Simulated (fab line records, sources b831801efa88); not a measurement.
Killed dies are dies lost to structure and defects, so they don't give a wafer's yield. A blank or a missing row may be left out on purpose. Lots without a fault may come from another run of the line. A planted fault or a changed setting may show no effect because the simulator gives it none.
Chamber matching | flow sky130 | SKY_VIA1_ETCH_15 on rie_diel-01: 4 sister chambers
The step etches SiO2 in C4F8/O2/Ar, stops on TiN, target depth 351 nm, time 54 s. 8 wafers are shown with their chamber, then 7 later ones without.

WAFERS WITH THEIR CHAMBER
wafer  | chamber | oes_product_au (a.u.)
L080.6 | 1       | 0.973
L083.2 | 0       | 0.990
L083.3 | 3       | 0.986
L087.1 | 0       | 0.976
L087.2 | 3       | 0.988
L087.3 | 1       | 0.981
L087.4 | 2       | 0.985
L087.5 | 2       | 0.987

WAFERS WITHOUT THEIR CHAMBER
wafer  | oes_product_au (a.u.)
L087.6 | 0.971
L095.1 | 0.989
L095.2 | 0.984
L095.3 | 0.979
L095.4 | 0.979
L095.5 | 0.988
L095.6 | 0.976

WHICH CHAMBER EACH WENT THROUGH
wafer  | from the rows above               | in truth
L087.6 | can't be placed: 1 or 0 or 2 or 3 | 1
L095.1 | can't be placed: 3 or 2 or 0 or 1 | 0
L095.2 | can't be placed: 0 or 2 or 3 or 1 | 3
L095.3 | can't be placed: 1 or 0 or 2 or 3 | 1
L095.4 | can't be placed: 1 or 0 or 2 or 3 | 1
L095.5 | can't be placed: 3 or 2 or 0 or 1 | 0
L095.6 | can't be placed: 1 or 0 or 2 or 3 | 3
Placed correctly: 0 of 7. Can't be placed from these rows: 7 (the true chamber is among the candidates in 7). Placed wrongly: 0.
How it was worked out, from the rows above alone: a wafer's distance from a chamber is the root of the sum, over the readings, of the square of ((its reading less the chamber's mean) divided by the reading's scatter). The wafer belongs to the nearest chamber; if the next one is less than 2 further off, it can't be placed. A chamber's mean is the mean of its shown wafers. The scatter: the root of (the sum of the squares of (reading less its chamber's mean) over the shown wafers, divided by (wafers less chambers)).
